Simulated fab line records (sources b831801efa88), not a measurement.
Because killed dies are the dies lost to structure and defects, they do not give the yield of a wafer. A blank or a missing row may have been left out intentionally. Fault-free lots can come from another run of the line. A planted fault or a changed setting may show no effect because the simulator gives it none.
What tool caused it? ; flow gf180mcu ; 11 lots with 33 wafers sampled at 6 steps, on a route of 602 steps

== WHAT EACH GAUGE READ, for each wafer ==
GF_M1_RS_MEAS_05: the measuring method here is four-point-probe.
lot;measured;on;M1_ALCU_RS (ohm/sq)
L851;day 17 06:36;film_metro-02;0.0686 0.0688 0.0682
L853;day 17 12:44;film_metro-02;0.0677 0.0672 0.0678
L856;day 18 18:12;film_metro-03;0.0697 0.0700 0.0704
L857;day 19 03:28;film_metro-02;0.0683 0.0687 0.0683
L860;day 20 11:00;film_metro-03;0.0694 0.0703 0.0705
L861;day 20 21:18;film_metro-03;0.0687 0.0690 0.0649 0.0685 0.0691 0.0649
L862;day 21 00:10;film_metro-02;0.0698 0.0657 0.0692 0.0697 0.0657 0.0691
L869;day 23 10:55;film_metro-01;0.0687 0.0684 0.0686
L870;day 23 19:05;film_metro-03;0.0695 0.0695 0.0689
L871;day 24 03:08;film_metro-03;0.0691 0.0686 0.0688
L872;day 24 04:16;film_metro-02;0.0704 0.0693 0.0699

GF_M1_THK_MEAS_06: measures by xrf.
lot;measured;on;M1_ALCU_THK (nm)
L851;day 17 06:42;film_metro-02;465 461 465
L853;day 17 12:51;film_metro-02;467 472 469
L856;day 18 18:19;film_metro-03;454 455 448
L857;day 19 03:34;film_metro-02;462 459 463
L860;day 20 11:07;film_metro-03;451 448 445
L861;day 21 05:51;film_metro-03;462 461 489 462 458 490
L862;day 21 03:50;film_metro-02;454 482 455 454 481 459
L869;day 23 11:02;film_metro-01;460 462 459
L870;day 23 19:12;film_metro-03;453 455 457
L871;day 24 03:14;film_metro-03;458 460 458
L872;day 24 04:23;film_metro-02;452 458 451

== WHICH TOOL RAN EACH LOT (tool, then ch and the chambers of the sampled wafers, then the start) ==
lot;GF_CONTACT_CMP_04;GF_CONTACT_ETCH_17;GF_M1_SPUTTER_02;GF_M1_SPUTTER_03
L851;cmp-01 ch 0,1,3, day 16 06:46;rie_diel-03 ch 0,1,3, day 17 06:28 or earlier;pvd_sputter-01, day 17 06:28;pvd_sputter-01, day 17 06:30
L853;cmp-01 ch 0,1,3, day 16 12:10;rie_diel-01 ch 1,3, day 17 12:38 or earlier;pvd_sputter-01, day 17 12:38;pvd_sputter-01, day 17 12:40
L856;cmp-01 ch 1,2,3, day 17 16:59;rie_diel-02 ch 0,1, day 18 18:07 or earlier;pvd_sputter-02, day 18 18:07;pvd_sputter-02, day 18 18:08
L857;cmp-01 ch 0,1,3, day 18 01:05;rie_diel-03 ch 1,2,3, day 19 03:21 or earlier;pvd_sputter-01, day 19 03:21;pvd_sputter-01, day 19 03:23
L860;cmp-01 ch 0,1,2, day 19 08:23;rie_diel-03 ch 1,2,3, day 20 10:53 or earlier;pvd_sputter-03, day 20 10:53;pvd_sputter-03, day 20 10:55
L861;cmp-01 ch 1,2, day 19 19:20;rie_diel-01 ch 0,2,3, day 20 21:11 or earlier;pvd_sputter-01, day 20 21:11;pvd_sputter-01, day 20 21:13
L862;cmp-02 ch 2,3, day 19 22:13;rie_diel-03 ch 0,2, day 21 00:05 or earlier;pvd_sputter-01, day 21 00:05;pvd_sputter-01, day 21 00:07
L869;cmp-02 ch 2,3, day 22 10:09;rie_diel-01 ch 0,2,3, day 23 10:50 or earlier;pvd_sputter-01, day 23 10:50;pvd_sputter-01, day 23 10:52
L870;cmp-02 ch 0,1, day 22 18:25;rie_diel-02 ch 0,1,3, day 23 18:59 or earlier;pvd_sputter-02, day 23 18:59;pvd_sputter-02, day 23 19:01
L871;cmp-02 ch 1,2, day 23 02:10;rie_diel-02 ch 2,3, day 24 03:00 or earlier;pvd_sputter-03, day 24 03:00;pvd_sputter-03, day 24 03:02
L872;cmp-02 ch 1,3, day 23 03:45;rie_diel-01 ch 0,1, day 24 04:10 or earlier;pvd_sputter-03, day 24 04:10;pvd_sputter-03, day 24 04:12
- GF_CONTACT_CMP_04: polishes SiO2.
- GF_CONTACT_ETCH_17: etches SiO2 in C4F8/O2/Ar, stops on CoSi2, target depth 860 nm.
- GF_M1_SPUTTER_02: material AlCu, target thk 450 nm, time 23.9 s.
- GF_M1_SPUTTER_03: material Ti, target thk 10 nm, time 6.7 s.

== AS READ BY THE TOOLS THEMSELVES (means over the sampled wafers that have a number; for cases with no such wafer, the mark the record gives instead) ==
GF_CONTACT_CMP_04.
lot;tool;edge_zone_pressure_frac;motor_current_A (A);slurry_filter_dp_kPa (kPa);time_to_endpoint_s (s)
L851;cmp-01;0.997;11.7;13.52;121
L853;cmp-01;0.999;12.0;13.66;111
L856;cmp-01;1.001;11.5;13.55;116
L857;cmp-01;0.996;11.9;13.55;110
L860;cmp-01;0.998;11.8;13.39;113
L861;cmp-01;1.004;12.0;13.42;111
L862;cmp-02;1.004;12.4;13.59;112
L869;cmp-02;1.003;12.4;13.39;118
L870;cmp-02;1.003;12.0;13.46;120
L871;cmp-02;0.998;11.7;13.42;113
L872;cmp-02;1.002;12.2;13.43;111

GF_CONTACT_ETCH_17.
lot;tool;oes_product_au (a.u.)
L851;rie_diel-03;0.818
L853;rie_diel-01;0.811
L856;rie_diel-02;0.818
L857;rie_diel-03;0.814
L860;rie_diel-03;0.814
L861;rie_diel-01;0.813
L862;rie_diel-03;0.814
L869;rie_diel-01;0.815
L870;rie_diel-02;0.816
L871;rie_diel-02;0.815
L872;rie_diel-01;0.811

GF_M1_SPUTTER_02.
lot;tool;throttle_valve_pct (%)
L851;pvd_sputter-01;30.9
L853;pvd_sputter-01;30.8
L856;pvd_sputter-02;30.2
L857;pvd_sputter-01;30.1
L860;pvd_sputter-03;28.9
L861;pvd_sputter-01;30.9
L862;pvd_sputter-01;30.9
L869;pvd_sputter-01;30.0
L870;pvd_sputter-02;29.0
L871;pvd_sputter-03;30.0
L872;pvd_sputter-03;29.6

GF_M1_SPUTTER_03.
lot;tool;throttle_valve_pct (%)
L851;pvd_sputter-01;30.8
L853;pvd_sputter-01;30.9
L856;pvd_sputter-02;30.1
L857;pvd_sputter-01;30.1
L860;pvd_sputter-03;28.9
L861;pvd_sputter-01;30.8
L862;pvd_sputter-01;30.9
L869;pvd_sputter-01;30.0
L870;pvd_sputter-02;29.2
L871;pvd_sputter-03;30.0
L872;pvd_sputter-03;29.5

== THE ANSWER, worked out from the rows above alone ==
Rule: the usual values come from the lots themselves. The widest of any qualifying gaps counts: lots, ordered by their means at a reading, are off when they make up no more than a third of the lots, leave a main group of 4 or more, and stand apart from it by 3 or more times the standard deviation of that group's means. The tables above print the reading to a certain number of digits; a main group whose means all agree to those digits is not used. A lot without any number at a reading at which 4 lots or more have one is off too. Where the step has rows for the other lots, those lots are counted as sound. After the gauges, taken in route order, come the tools' own readings; for these a lot's mean is taken, as printed above. The first step at which some lot is off is used, and at that step the reading that is off furthest; a lot without a number counts as furthest.
Nothing can be told from this: no lot is off at any reading shown.

== WHAT WAS PUT IN BY THE SIMULATOR ==
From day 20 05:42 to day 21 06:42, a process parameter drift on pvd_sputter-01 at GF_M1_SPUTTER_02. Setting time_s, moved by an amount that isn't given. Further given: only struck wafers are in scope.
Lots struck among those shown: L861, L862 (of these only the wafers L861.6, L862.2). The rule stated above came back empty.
